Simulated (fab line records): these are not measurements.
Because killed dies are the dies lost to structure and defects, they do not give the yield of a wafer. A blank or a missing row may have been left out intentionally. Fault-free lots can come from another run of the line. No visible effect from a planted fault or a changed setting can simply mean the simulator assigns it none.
Which tool is to blame?    flow sfq_line    7 lots, 21 wafers sampled, at 2 steps of a route of 325

## WHAT THE GAUGES SHOWED, per wafer
SFQ_JJ_OVL_MEAS_931.
lot   measured      on          J5_OVL (nm)
L208  day 55 20:27  overlay-02  -2 -5 -2
L210  day 56 02:26  overlay-02  6 6 6
L212  day 56 12:02  overlay-02  -8 -6 -5
L214  day 56 15:38  overlay-02  1 5 0
L225  day 68 04:08  overlay-02  -5 -6 1
L227  day 68 11:21  overlay-02  2 3 2
L230  day 69 05:28  overlay-02  -7 -5 0

## WHICH TOOL RAN EACH LOT (tool, then ch and the chambers of the sampled wafers, then the start)
lot   SFQ_TRILAYER_JJ_TRILAYER_DEP_SPUTTER_112
L208  pvd_sputter-05, day 55 16:31
L210  pvd_sputter-04, day 55 21:19
L212  pvd_sputter-05, day 56 06:32
L214  pvd_sputter-06, day 56 10:31
L225  pvd_sputter-04, day 62 15:01
L227  pvd_sputter-05, day 62 21:01
L230  pvd_sputter-05, day 63 22:11
- SFQ_TRILAYER_JJ_TRILAYER_DEP_SPUTTER_112: material Nb, target thk 170 nm, time 113.3 s.

## THE ANSWER, worked out from the rows above alone
Rule: what is usual is taken from the lots themselves. Put in order of their means at a reading, lots are off if they are a third of the lots or fewer, leave a main group of 4 or more, and stand apart from it by a gap of 3 or more times the standard deviation of the main group's means; of several such gaps the widest counts. A main group whose means are all the same, to the digits that the tables above print for the reading, isn't used. A lot without any number at a reading at which 4 lots or more have one is off too. The other lots that the step has rows for count as sound.
No lot is off on any of the readings shown, so nothing can be concluded from this.

## WHAT THE SIMULATOR PUT IN
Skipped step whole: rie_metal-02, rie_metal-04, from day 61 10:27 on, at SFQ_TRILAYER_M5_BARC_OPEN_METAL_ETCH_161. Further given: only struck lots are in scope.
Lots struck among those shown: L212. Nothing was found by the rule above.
